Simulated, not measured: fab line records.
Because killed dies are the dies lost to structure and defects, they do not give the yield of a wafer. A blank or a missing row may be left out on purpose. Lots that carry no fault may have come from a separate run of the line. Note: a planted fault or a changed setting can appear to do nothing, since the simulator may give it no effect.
Matching of chambers || flow sky130 || SKY_PASSIVATION_CVD_00 on pecvd-02: 3 sister chambers
The step deposits SiO2, target thk 90 nm. 3 wafers are shown with their chamber, then 8 later ones without.

## WAFERS, EACH WITH ITS CHAMBER
{"wafer": "L085.3", "chamber": 0, "heater_power_w (W)": 748}
{"wafer": "L085.4", "chamber": 2, "heater_power_w (W)": 785}
{"wafer": "L089.1", "chamber": 1, "heater_power_w (W)": 585}

## WAFERS WHOSE CHAMBER IS MISSING
{"wafer": "L089.2", "heater_power_w (W)": 785}
{"wafer": "L089.4", "heater_power_w (W)": 758}
{"wafer": "L092.3", "heater_power_w (W)": 709}
{"wafer": "L092.4", "heater_power_w (W)": 613}
{"wafer": "L092.5", "heater_power_w (W)": 784}
{"wafer": "L093.1", "heater_power_w (W)": 730}
{"wafer": "L093.2", "heater_power_w (W)": 760}
{"wafer": "L093.5", "heater_power_w (W)": 758}

## WHICH CHAMBER EACH ONE RAN IN
{"wafer": "L089.2", "from the rows above": "can't be placed: 2 or 0", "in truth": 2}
{"wafer": "L089.4", "from the rows above": "can't be placed: 0 or 2", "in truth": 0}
{"wafer": "L092.3", "from the rows above": "can't be placed: 0 or 2", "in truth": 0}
{"wafer": "L092.4", "from the rows above": 1, "in truth": 1}
{"wafer": "L092.5", "from the rows above": "can't be placed: 2 or 0", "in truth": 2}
{"wafer": "L093.1", "from the rows above": "can't be placed: 0 or 2", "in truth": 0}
{"wafer": "L093.2", "from the rows above": "can't be placed: 0 or 2", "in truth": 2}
{"wafer": "L093.5", "from the rows above": "can't be placed: 0 or 2", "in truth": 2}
Placed correctly: 1 of 8. Cannot be placed on the basis of these rows: 7; the candidates contain the true chamber in 7. Number placed wrongly: 0.
How it was worked out, from the rows above alone: a wafer's distance from a chamber is the root of the sum, over the readings, of the square of ((its reading less the chamber's mean) divided by the reading's scatter). The wafer belongs to the nearest chamber; if the next one is less than 2 further off, it can't be placed. Each chamber's mean is taken over the wafers shown for it. The scatter: with one shown wafer a chamber, the root of the mean of the squares of how far each hidden wafer lies from its nearest shown one.
